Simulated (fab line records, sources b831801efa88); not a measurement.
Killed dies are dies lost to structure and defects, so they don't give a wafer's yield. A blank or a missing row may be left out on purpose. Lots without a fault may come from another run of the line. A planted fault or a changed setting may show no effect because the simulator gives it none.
fab line records | flow sky130
record lots=13 wafers=39 last_day=50
route steps=708 shown FIELD_ISO@28 DNWELL@35 VT_ADJUST_LVTN@104 VT_ADJUST_HVTR@142 PAD_OPEN@708
lots that met no fault: from a run of the same line without faults
start_h: hours from the record's first day to the start of the lot's first wafer shown | wait_h: hours since the lot's step before | " the same as in the row above | L1.1+2: a row that stands for several wafers | - no value, or no start given | * or withheld: withheld | < > ~ a bound
route shown NAME@n: a module of which the file shows steps, and the number in the route of the first | usual: mean/standard deviation of fault-free wafers | same: alike in all rows | chamber/n: place in a boat | sites: the reading at each site | _std_site: their standard deviation | _edge_site: outer sites' mean less inner sites' | radius_mm: how far each site lies from the wafer's centre | mask NAME#n: copy n | behind: the tool/chamber that last shaped the wafer | hold: why the lot was held/for how many hours/how that ended | device: the transistor (n, p or np) that didn't switch | end of line: the same wafers' tests at the end of the route | a step without rows: its recipe alone | killed: dies lost to structure and defects at the first sort, not the wafer's yield | map: a wafer's dies, x killed, . not, _ none there
set.NAME: the setting as run; set.NAME@STEP: as run at that earlier step | model.NAME: the simulator's own value behind a step, which no gauge read
steps of the route over a sample of lots; a table a step, a row a wafer
services: from which hour (start_h, from the record's first day; less than 0 if before it) a tool's chamber was out of use, for how many hours, and why
## steps
# step SKY_FIELD_ISO_CMP_27
# recipe stop_on=Si3N4 t_overpolish_s=16 down_force_psi=4 platen_rpm=60 target_thk_nm=457.8 pad_velocity_m_s=0.94248
# usual motor_current_A=12.4/1.1 overpolish_run_s=16.002/0.01 slurry_filter_dp_kPa=13.49/0.12 time_to_endpoint_s=110/3.6
# columns lot.wafer tool chamber start_h wait_h motor_current_A overpolish_run_s slurry_filter_dp_kPa time_to_endpoint_s
L270.3 cmp-02 1 34.16 0.0 11.4 16.002 13.49 116
L270.1 " 2 " " 12.0 15.989 13.52 114
L270.5 " 1 " " 10.3 15.976 13.36 116
L271.3 cmp-02 3 39.76 0.1 11.4 15.983 13.54 111
L271.4 " 0 " " 14.2 15.998 13.60 114
L271.5 " 1 " " 10.7 16.011 13.42 114
L273.1 cmp-02 3 55.77 0.0 11.2 15.986 13.71 110
L273.3 " 0 " " 13.9 15.989 13.42 106
L273.5 " 0 " " 13.6 15.995 13.51 110
L272.2 cmp-01 2 55.82 0.1 13.6 15.991 13.76 109
L272.6 " 1 " " 14.3 16.009 13.35 107
L272.5 " 2 " " 12.1 15.998 13.54 109
L274.3 cmp-02 2 69.75 0.0 12.3 16.031 13.50 112
L274.4 " 1 " " 10.7 15.986 13.54 115
L274.6 " 2 " " 12.3 16.000 13.69 114
L276.2 cmp-02 1 75.59 0.0 10.9 16.005 13.55 117
L276.1 " 3 " " 11.0 15.991 13.69 112
L276.6 " 1 " " 10.4 16.005 13.59 117
L277.4 cmp-01 1 75.59 0.0 13.5 16.025 13.41 108
L277.1 " 3 " " 12.4 16.018 13.52 113
L277.6 " 2 " " 12.1 16.008 13.49 111
L278.2 cmp-01 2 80.65 0.1 13.0 16.004 13.46 113
L278.3 " 0 " " 11.7 16.016 13.48 108
L278.5 " 2 " " 13.0 16.018 13.70 112
L279.2 cmp-02 0 80.70 0.1 13.5 16.006 13.62 114
L279.1 " 1 " " 10.7 16.009 13.26 114
L279.6 " 2 " " 12.3 15.994 13.35 115
L288.4 cmp-02 0 134.21 0.0 14.2 16.004 13.45 111
L288.3 " 1 " " 11.2 16.011 13.38 114
L288.6 " 1 " " 10.8 15.993 13.49 111
L289.4 cmp-02 1 145.47 0.1 10.6 15.996 13.74 109
L289.2 " 3 " " 11.6 16.018 13.61 110
L289.5 " 0 " " 14.3 15.999 13.40 110
L290.4 cmp-01 3 148.51 0.0 12.4 16.014 13.51 108
L290.1 " 2 " " 13.1 16.014 13.61 107
L290.6 " 0 " " 11.8 16.014 13.52 110
L292.4 cmp-02 3 152.42 0.0 11.2 16.000 13.49 107
L292.3 " 1 " " 10.7 15.990 13.70 106
L292.5 " 3 " " 11.1 16.000 13.64 103
# step SKY_DNWELL_DEHYDRATE_00
# recipe temp_c=200 time_s=60
# usual heater_power_total_W=160.37/0.12 run_length_s=89.08/0.14
# columns lot.wafer tool chamber start_h wait_h heater_power_total_W run_length_s
L270.1 litho_track-02 0 43.08 6.6 160.18 89.25
L270.3 " 0 " " 160.52 89.21
L270.5 " 0 " " 160.44 89.44
L271.3 litho_track-01 0 53.94 6.6 160.49 89.24
L271.4 " 0 " " 160.22 89.31
L271.5 " 0 " " 160.41 89.40
L272.2 litho_track-01 0 72.26 6.9 160.46 89.03
L272.5 " 0 " " 160.18 88.97
L272.6 " 0 " " 160.40 89.06
L273.1 litho_track-04 0 72.49 7.1 160.32 88.91
L273.3 " 0 " " 160.39 89.01
L273.5 " 0 " " 160.39 89.29
L274.3 litho_track-04 0 82.24 6.9 160.36 89.13
L274.4 " 0 " " 160.35 88.81
L274.6 " 0 " " 160.20 88.85
L276.1 litho_track-01 0 85.64 7.1 160.17 89.33
L276.2 " 0 " " 160.43 89.33
L276.6 " 0 " " 160.27 89.21
L277.1 litho_track-04 0 85.84 7.3 160.43 89.09
L277.4 " 0 " " 160.37 88.97
L277.6 " 0 " " 160.62 88.97
L278.2 litho_track-04 0 91.47 8.5 160.39 88.93
L278.3 " 0 " " 160.21 88.84
L278.5 " 0 " " 160.40 89.15
L279.1 litho_track-01 0 91.59 8.7 160.55 89.14
L279.2 " 0 " " 160.40 89.10
L279.6 " 0 " " 160.39 88.95
L288.3 litho_track-04 0 152.54 8.6 174.95 74.80
L288.4 " 0 " " 174.98 75.01
L288.6 " 0 " " 175.26 74.81
L289.2 litho_track-04 0 158.67 9.0 174.88 74.94
L289.4 " 0 " " 174.76 74.76
L289.5 " 0 " " 175.14 75.06
L290.1 litho_track-02 0 160.48 9.4 160.39 89.30
L290.4 " 0 " " 160.28 89.17
L290.6 " 0 " " 160.38 89.09
L292.3 litho_track-02 0 163.73 9.0 160.29 89.07
L292.4 " 0 " " 160.45 89.14
L292.5 " 0 " " 160.40 89.05
# step SKY_VT_ADJUST_LVTN_OVL_MEAS_07
# usual VT_ADJUST_LVTN_OVL=-1.1/1.4
# columns lot.wafer tool chamber start_h wait_h VT_ADJUST_LVTN_OVL[nm]
L270.1 overlay-02 - 136.59 - -1.3
L270.3 " - " " 0.4
L270.5 " - " " -2.2
L271.3 overlay-01 - 148.69 - -0.8
L271.4 " - " " -1.3
L271.5 " - " " -1.9
L272.2 overlay-02 - 174.40 - 1.6
L272.5 " - " " -1.6
L272.6 " - " " -1.6
L273.1 overlay-01 - 174.58 - -3.2
L273.3 " - " " -2.9
L273.5 " - " " -3.2
L274.3 overlay-02 - 189.45 - -0.2
L274.4 " - " " -0.9
L274.6 " - " " -0.9
L276.1 overlay-02 - 192.88 - -0.6
L276.2 " - " " -0.2
L276.6 " - " " 1.0
L277.1 overlay-01 - 193.49 - -1.5
L277.4 " - " " -1.2
L277.6 " - " " -2.2
L278.2 overlay-02 - 197.04 - 1.6
L278.3 " - " " -1.3
L278.5 " - " " -0.3
L279.1 overlay-02 - 198.84 - -2.0
L279.2 " - " " -2.4
L279.6 " - " " -1.9
L288.3 overlay-01 - 276.64 - -3.5
L288.4 " - " " -4.0
L288.6 " - " " -2.6
L289.2 overlay-02 - 283.80 - -2.1
L289.4 " - " " 1.0
L289.5 " - " " -0.4
L290.1 overlay-01 - 285.53 - -0.6
L290.4 " - " " 0.3
L290.6 " - " " -2.1
L292.3 overlay-02 - 287.95 - -0.6
L292.4 " - " " -0.3
L292.5 " - " " -2.3
# step SKY_VT_ADJUST_HVTR_TW_MEAS_11
# usual VT_ADJUST_HVTR_TW=212.5/1.5
# columns lot.wafer tool chamber start_h wait_h VT_ADJUST_HVTR_TW
L270.1 film_metro-02 - 197.29 0.1 211.0
L270.3 " - " " 209.4
L270.5 " - " " 209.3
L271.3 film_metro-02 - 211.11 0.1 210.3
L271.4 " - " " 210.3
L271.5 " - " " 209.8
L272.2 film_metro-04 - 238.65 0.1 214.3
L272.5 " - " " 214.1
L272.6 " - " " 213.5
L273.1 film_metro-02 - 240.80 0.1 210.3
L273.3 " - " " 210.9
L273.5 " - " " 210.4
L274.3 film_metro-03 - 257.37 0.1 211.4
L274.4 " - " " 213.1
L274.6 " - " " 211.8
L276.1 film_metro-04 - 260.85 0.1 214.0
L276.2 " - " " 212.8
L276.6 " - " " 213.4
L277.1 film_metro-03 - 261.67 0.1 212.9
L277.4 " - " " 212.2
L277.6 " - " " 212.6
L278.2 film_metro-03 - 266.16 0.1 213.9
L278.3 " - " " 213.2
L278.5 " - " " 213.8
L279.1 film_metro-04 - 268.04 0.1 213.3
L279.2 " - " " 213.4
L279.6 " - " " 215.5
L288.3 film_metro-03 - 355.52 0.1 212.0
L288.4 " - " " 213.4
L288.6 " - " " 213.4
L289.2 film_metro-03 - 363.14 0.1 214.1
L289.4 " - " " 213.3
L289.5 " - " " 213.0
L290.1 film_metro-04 - 365.68 0.1 212.7
L290.4 " - " " 213.7
L290.6 " - " " 212.9
L292.3 film_metro-03 - 368.05 0.1 213.5
L292.4 " - " " 214.0
L292.5 " - " " 212.5
# step SKY_PAD_OPEN_PROBE_99
# usual killed_at_M0_to_M3=43/7.4 killed_at_M4_up=3.1/1.8 killed_at_contacts=26/5.6 killed_at_front_end=15/4.9 killed_at_other=0.2/0.44 killed_dies=87/10 killed_open=48/7.6 killed_short=39/6.2
# same gross_dies=492 killed_at_back_side=0
# columns lot.wafer tool chamber start_h wait_h killed_at_M0_to_M3 killed_at_M4_up killed_at_contacts killed_at_front_end killed_at_other killed_dies killed_open killed_short
L270.1 prober-01 - 1063.81 0.1 41 5 34 20 0 100 59 41
L270.3 prober-01 - 1063.91 0.2 47 5 25 23 0 100 58 42
L270.5 prober-01 - 1064.01 0.2 42 2 35 16 1 96 53 43
L271.3 prober-01 - 1087.11 0.2 60 5 23 20 0 108 52 56
L271.4 prober-01 - 1087.16 0.2 51 1 27 12 0 91 51 39
L271.5 prober-01 - 1087.21 0.2 42 0 24 24 0 90 46 44
L272.2 prober-02 - 1100.10 0.1 44 2 33 23 0 102 60 42
L272.5 prober-02 - 1100.25 0.2 41 2 36 9 0 88 51 37
L272.6 prober-02 - 1100.30 0.2 34 5 30 14 1 84 50 34
L273.1 prober-01 - 1104.82 0.1 54 4 22 13 2 95 46 48
L273.3 prober-01 - 1104.92 0.2 37 4 26 22 0 89 52 37
L273.5 prober-01 - 1105.02 0.2 57 2 17 18 0 94 41 53
L274.3 prober-02 - 1121.16 0.2 54 2 26 19 0 101 55 45
L274.4 prober-02 - 1121.21 0.2 42 2 22 9 0 75 43 31
L274.6 prober-02 - 1121.31 0.2 41 1 25 20 0 87 49 38
L277.1 prober-02 - 1122.56 0.1 32 6 31 20 0 89 46 43
L277.4 prober-02 - 1122.71 0.2 30 2 23 17 1 73 35 37
L277.6 prober-02 - 1122.81 0.2 48 3 15 19 0 85 43 42
L276.1 prober-02 - 1123.48 0.1 45 3 21 15 0 84 42 42
L276.2 prober-02 - 1123.53 0.1 54 1 30 7 0 92 44 48
L276.6 prober-02 - 1123.73 0.2 33 2 21 16 0 72 32 40
L279.1 prober-01 - 1125.57 0.1 42 4 23 11 0 80 41 39
L279.2 prober-01 - 1125.62 0.1 45 6 24 11 0 86 46 40
L279.6 prober-01 - 1125.82 0.2 38 1 20 9 0 68 34 34
L278.2 prober-02 - 1128.96 0.1 33 3 20 13 0 69 37 32
L278.3 prober-02 - 1129.01 0.2 56 1 27 25 0 109 67 41
L278.5 prober-02 - 1129.11 0.2 42 4 28 18 0 92 49 41
L288.3 prober-01 - 1184.20 0.2 31 1 22 27 0 81 41 39
L288.4 prober-01 - 1184.25 0.2 37 3 35 14 0 89 57 30
L288.6 prober-01 - 1184.35 0.2 49 2 25 20 0 96 59 36
L289.2 prober-02 - 1188.43 0.1 44 2 24 14 0 84 47 37
L289.4 prober-02 - 1188.53 0.2 42 7 19 24 0 92 55 37
L289.5 prober-02 - 1188.58 0.2 47 0 22 11 0 80 44 36
L290.1 prober-02 - 1192.69 0.1 33 4 25 25 0 87 47 40
L290.4 prober-02 - 1192.84 0.2 48 8 27 12 0 95 47 47
L290.6 prober-02 - 1192.94 0.2 52 7 21 11 0 91 52 39
L292.3 prober-02 - 1194.77 0.2 41 4 20 9 0 74 43 31
L292.4 prober-02 - 1194.82 0.2 35 1 17 15 0 68 40 28
L292.5 prober-02 - 1194.87 0.2 50 1 14 14 0 79 39 40
# killed by level:class
L270.1 CONTACT:geometric_particle:open=24 VIA1:geometric_particle:short=7 POLY_GATE:geometric_particle:short=6 VIA2:geometric_particle:open=6 METAL2:geometric_particle:short=6 VIA3:geometric_particle:open=4 SPACER:geometric_particle:open=4 CONTACT:geometric_particle:short=4
L270.3 VIA1:geometric_particle:open=11 CONTACT:geometric_particle:open=10 VIA3:geometric_particle:open=9 LI_CONTACT:geometric_particle:open=7 FIELD_ISO:geometric_particle:short=6 FIELD_ISO:geometric_particle:open=6 VIA2:geometric_particle:open=6 CONTACT:geometric_particle:short=5
L270.5 CONTACT:geometric_particle:open=15 VIA1:geometric_particle:open=12 LOCAL_INTERCONNECT:geometric_particle:short=7 FIELD_ISO:geometric_particle:short=5 CONTACT:geometric_particle:short=5 VIA3:geometric_particle:open=5 LI_CONTACT:geometric_particle:short=4 VIA1:geometric_particle:short=4
L271.3 VIA2:geometric_particle:open=10 VIA1:geometric_particle:open=10 METAL1:geometric_particle:short=8 VIA1:geometric_particle:short=8 CONTACT:geometric_particle:open=7 METAL2:geometric_particle:short=7 VIA3:geometric_particle:open=7 POLY_GATE:geometric_particle:short=6
L271.4 LI_CONTACT:geometric_particle:open=12 CONTACT:geometric_particle:open=10 FIELD_ISO:geometric_particle:open=7 METAL2:geometric_particle:short=7 METAL1:geometric_particle:short=6 VIA3:geometric_particle:open=6 VIA1:geometric_particle:open=5 VIA1:geometric_particle:short=5
L271.5 CONTACT:geometric_particle:open=11 FIELD_ISO:geometric_particle:short=8 VIA1:geometric_particle:open=8 VIA1:geometric_particle:short=7 METAL1:geometric_particle:short=7 LI_CONTACT:geometric_particle:open=6 POLY_GATE:geometric_particle:short=5 POLY_GATE:geometric_particle:open=4
L272.2 VIA2:geometric_particle:open=10 VIA3:geometric_particle:open=10 FIELD_ISO:geometric_particle:short=9 LI_CONTACT:geometric_particle:open=9 CONTACT:geometric_particle:open=8 VIA1:geometric_particle:open=8 LOCAL_INTERCONNECT:geometric_particle:short=7 FIELD_ISO:geometric_particle:open=6
L272.5 CONTACT:geometric_particle:open=12 VIA1:geometric_particle:open=9 LI_CONTACT:geometric_particle:open=8 VIA3:geometric_particle:open=7 VIA2:geometric_particle:open=7 LOCAL_INTERCONNECT:geometric_particle:short=6 LI_CONTACT:geometric_particle:short=5 METAL2:geometric_particle:short=5
L272.6 CONTACT:geometric_particle:open=13 VIA3:geometric_particle:open=11 LOCAL_INTERCONNECT:geometric_particle:short=6 FIELD_ISO:geometric_particle:open=5 VIA1:geometric_particle:open=5 CONTACT:geometric_particle:short=5 VIA3:geometric_particle:short=5 LI_CONTACT:geometric_particle:open=4
L273.1 VIA1:geometric_particle:open=10 CONTACT:geometric_particle:open=9 METAL2:geometric_particle:short=8 VIA2:geometric_particle:short=6 LI_CONTACT:geometric_particle:open=5 VIA2:geometric_particle:open=5 METAL1:geometric_particle:short=5 VIA3:geometric_particle:short=5
L273.3 CONTACT:geometric_particle:open=15 VIA1:geometric_particle:open=9 FIELD_ISO:geometric_particle:short=8 FIELD_ISO:geometric_particle:open=6 VIA3:geometric_particle:open=6 VIA2:geometric_particle:open=5 METAL2:geometric_particle:short=5 LI_CONTACT:geometric_particle:open=4
L273.5 VIA1:geometric_particle:open=13 VIA1:geometric_particle:short=9 CONTACT:geometric_particle:open=8 METAL3:geometric_particle:short=7 CONTACT:geometric_particle:short=6 METAL1:geometric_particle:short=6 POLY_GATE:geometric_particle:short=5 VIA3:geometric_particle:open=5
L274.3 VIA1:geometric_particle:open=13 VIA2:geometric_particle:open=9 CONTACT:geometric_particle:open=8 VIA3:geometric_particle:open=7 METAL1:geometric_particle:short=7 FIELD_ISO:geometric_particle:short=6 LI_CONTACT:geometric_particle:open=6 CONTACT:geometric_particle:short=6
L274.4 VIA1:geometric_particle:open=10 CONTACT:geometric_particle:open=9 VIA2:geometric_particle:open=8 LI_CONTACT:geometric_particle:open=6 METAL1:geometric_particle:short=4 LOCAL_INTERCONNECT:geometric_particle:short=4 VIA3:geometric_particle:open=4 VIA2:geometric_particle:short=4
L274.6 CONTACT:geometric_particle:open=11 FIELD_ISO:geometric_particle:short=9 VIA1:geometric_particle:open=9 VIA2:geometric_particle:open=9 LI_CONTACT:geometric_particle:open=7 METAL1:geometric_particle:short=6 VIA1:geometric_particle:short=5 CONTACT:geometric_particle:short=4
L277.1 CONTACT:geometric_particle:open=12 POLY_GATE:geometric_particle:short=7 LI_CONTACT:geometric_particle:open=7 VIA1:geometric_particle:open=7 FIELD_ISO:geometric_particle:short=5 LOCAL_INTERCONNECT:geometric_particle:short=5 VIA2:geometric_particle:open=5 METAL4:geometric_particle:short=5
L277.4 LI_CONTACT:geometric_particle:open=8 VIA1:geometric_particle:short=7 VIA1:geometric_particle:open=7 VIA3:geometric_particle:open=7 LOCAL_INTERCONNECT:geometric_particle:short=5 CONTACT:geometric_particle:short=5 FIELD_ISO:geometric_particle:short=4 CONTACT:geometric_particle:open=4
L277.6 VIA1:geometric_particle:open=10 VIA2:geometric_particle:open=9 VIA3:geometric_particle:open=8 FIELD_ISO:geometric_particle:short=7 VIA1:geometric_particle:short=7 CONTACT:geometric_particle:open=7 LOCAL_INTERCONNECT:geometric_particle:short=4 VIA3:geometric_particle:short=4
L276.1 METAL1:geometric_particle:short=11 CONTACT:geometric_particle:open=10 VIA3:geometric_particle:open=7 POLY_GATE:geometric_particle:short=6 VIA1:geometric_particle:open=6 FIELD_ISO:geometric_particle:open=4 LI_CONTACT:geometric_particle:open=4 VIA2:geometric_particle:short=3
L276.2 CONTACT:geometric_particle:open=10 VIA1:geometric_particle:open=9 METAL1:geometric_particle:short=8 LOCAL_INTERCONNECT:geometric_particle:short=8 VIA2:geometric_particle:open=7 CONTACT:geometric_particle:short=6 VIA3:geometric_particle:short=5 METAL3:geometric_particle:short=5
L276.6 FIELD_ISO:geometric_particle:short=7 METAL2:geometric_particle:short=6 LI_CONTACT:geometric_particle:open=6 CONTACT:geometric_particle:open=6 VIA2:geometric_particle:open=4 LOCAL_INTERCONNECT:geometric_particle:short=4 VIA1:geometric_particle:open=4 VIA1:geometric_particle:short=4
L279.1 METAL1:geometric_particle:short=8 VIA2:geometric_particle:open=7 VIA1:geometric_particle:open=7 METAL2:geometric_particle:short=7 CONTACT:geometric_particle:open=6 LI_CONTACT:geometric_particle:open=5 FIELD_ISO:geometric_particle:open=4 LI_CONTACT:geometric_particle:short=4
L279.2 LI_CONTACT:geometric_particle:open=8 VIA1:geometric_particle:open=8 CONTACT:geometric_particle:open=7 VIA3:geometric_particle:open=6 CONTACT:geometric_particle:short=5 VIA1:geometric_particle:short=5 METAL2:geometric_particle:short=5 VIA2:geometric_particle:short=5
L279.6 VIA1:geometric_particle:open=12 CONTACT:geometric_particle:open=8 CONTACT:geometric_particle:short=6 VIA3:geometric_particle:open=6 VIA1:geometric_particle:short=6 LOCAL_INTERCONNECT:geometric_particle:short=4 SPACER:geometric_particle:short=3 METAL2:geometric_particle:short=3
L278.2 VIA1:geometric_particle:open=10 CONTACT:geometric_particle:open=9 VIA1:geometric_particle:short=6 FIELD_ISO:geometric_particle:open=4 CONTACT:geometric_particle:short=4 METAL1:geometric_particle:short=4 VIA2:geometric_particle:open=4 VIA3:geometric_particle:open=4
L278.3 VIA1:geometric_particle:open=12 CONTACT:geometric_particle:open=9 POLY_GATE:geometric_particle:open=9 METAL3:geometric_particle:short=8 LI_CONTACT:geometric_particle:open=7 VIA3:geometric_particle:open=7 VIA1:geometric_particle:short=6 FIELD_ISO:geometric_particle:open=5
L278.5 VIA1:geometric_particle:open=13 CONTACT:geometric_particle:open=12 METAL2:geometric_particle:short=7 VIA3:geometric_particle:open=5 FIELD_ISO:geometric_particle:short=4 FIELD_ISO:geometric_particle:open=4 POLY_GATE:geometric_particle:short=4 LOCAL_INTERCONNECT:geometric_particle:short=4
L288.3 POLY_GATE:geometric_particle:open=10 LI_CONTACT:geometric_particle:open=7 CONTACT:geometric_particle:open=7 METAL2:geometric_particle:short=7 VIA1:geometric_particle:short=5 VIA1:geometric_particle:open=5 FIELD_ISO:geometric_particle:open=4 POLY_GATE:geometric_particle:short=4
L288.4 CONTACT:geometric_particle:open=16 LI_CONTACT:geometric_particle:open=11 VIA1:geometric_particle:open=11 VIA3:geometric_particle:open=7 METAL2:geometric_particle:short=6 VIA1:geometric_particle:short=5 CONTACT:geometric_particle:short=4 FIELD_ISO:geometric_particle:short=3
L288.6 CONTACT:geometric_particle:open=14 VIA1:geometric_particle:open=14 METAL1:geometric_particle:short=7 VIA2:geometric_particle:open=7 FIELD_ISO:geometric_particle:short=5 FIELD_ISO:geometric_particle:open=5 POLY_GATE:geometric_particle:open=5 METAL1:geometric_particle:open=4
L289.2 VIA1:geometric_particle:open=9 LI_CONTACT:geometric_particle:open=7 CONTACT:geometric_particle:open=7 METAL2:geometric_particle:short=7 CONTACT:geometric_particle:short=6 METAL1:geometric_particle:open=6 VIA2:geometric_particle:open=6 FIELD_ISO:geometric_particle:short=5
L289.4 FIELD_ISO:geometric_particle:open=10 VIA2:geometric_particle:open=10 METAL2:geometric_particle:short=9 LI_CONTACT:geometric_particle:open=8 CONTACT:geometric_particle:open=7 VIA3:geometric_particle:open=7 METAL4:geometric_particle:short=5 VIA1:geometric_particle:open=5
L289.5 VIA1:geometric_particle:open=11 VIA3:geometric_particle:open=10 METAL1:geometric_particle:short=9 CONTACT:geometric_particle:open=7 LI_CONTACT:geometric_particle:open=6 METAL2:geometric_particle:short=5 POLY_GATE:geometric_particle:short=4 CONTACT:geometric_particle:short=4
L290.1 CONTACT:geometric_particle:open=10 POLY_GATE:geometric_particle:short=9 VIA1:geometric_particle:open=9 VIA2:geometric_particle:open=7 POLY_GATE:geometric_particle:open=5 LI_CONTACT:geometric_particle:open=5 LOCAL_INTERCONNECT:geometric_particle:short=5 METAL1:geometric_particle:short=5
L290.4 VIA1:geometric_particle:open=10 LI_CONTACT:geometric_particle:open=9 METAL2:geometric_particle:short=7 VIA3:geometric_particle:open=7 LOCAL_INTERCONNECT:geometric_particle:short=6 CONTACT:geometric_particle:open=6 VIA2:geometric_particle:open=6 LI_CONTACT:geometric_particle:short=5
L290.6 VIA1:geometric_particle:open=16 CONTACT:geometric_particle:open=9 METAL2:geometric_particle:short=6 VIA2:geometric_particle:open=6 LI_CONTACT:geometric_particle:open=5 VIA2:geometric_particle:short=5 METAL3:geometric_particle:short=4 LI_CONTACT:geometric_particle:short=4
L292.3 VIA1:geometric_particle:open=9 LI_CONTACT:geometric_particle:open=7 VIA2:geometric_particle:open=7 CONTACT:geometric_particle:open=6 METAL2:geometric_particle:short=6 METAL1:geometric_particle:short=5 VIA1:geometric_particle:short=5 POLY_GATE:geometric_particle:open=4
L292.4 VIA2:geometric_particle:open=8 VIA1:geometric_particle:open=7 LI_CONTACT:geometric_particle:open=5 LOCAL_INTERCONNECT:geometric_particle:short=5 METAL1:geometric_particle:short=4 VIA3:geometric_particle:open=4 FIELD_ISO:geometric_particle:open=3 POLY_GATE:geometric_particle:short=3
L292.5 VIA3:geometric_particle:open=10 VIA3:geometric_particle:short=7 VIA2:geometric_particle:short=7 LI_CONTACT:geometric_particle:open=6 METAL1:geometric_particle:short=6 VIA1:geometric_particle:open=6 METAL2:geometric_particle:short=6 CONTACT:geometric_particle:open=5
## services
# columns tool chamber start_h hours kind
cmp-02 - 16.96 4.5 pm
cmp-02 - 48.43 1.6 repair
cmp-01 - 64.16 4.0 pm
cmp-01 - 68.16 - consumable_replace:conditioner
cmp-01 - 68.16 - consumable_replace:pad
cmp-01 - 97.92 4.9 repair
cmp-02 - 100.45 1.1 repair
cmp-02 - 121.93 1.0 repair
cmp-01 - 138.70 0.3 repair
## key
first_sign step=SKY_DNWELL_DEHYDRATE_00 reading=heater_power_total_W direction=up sigmas=99+ usual=* struck=*
effect step=SKY_DNWELL_DEHYDRATE_00 reading=run_length_s direction=down sigmas=99+ usual=* struck=*
met_at SKY_DNWELL_DEHYDRATE_00
struck_lots L288,L289
tester_left_out L288,L289
not_acting_at SKY_FIELD_ISO_CMP_27,SKY_VT_ADJUST_LVTN_OVL_MEAS_07,SKY_VT_ADJUST_HVTR_TW_MEAS_11
onset_between 91.47 152.54
fault kind=process_parameter_drift tool=litho_track-04 chamber=- onset_h=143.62 steps=SKY_DNWELL_DEHYDRATE_00 channel=time_s offset=* shape=step end_h=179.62 acts_in=* stated=*
# tester_left_out: of these lots the tester's yield and bins aren't shown, on N5 and GAA mostly nor the transistor test; their killed dies are dies lost to structure and defects alone, not to doping, threshold or leakage, so they don't give the yield
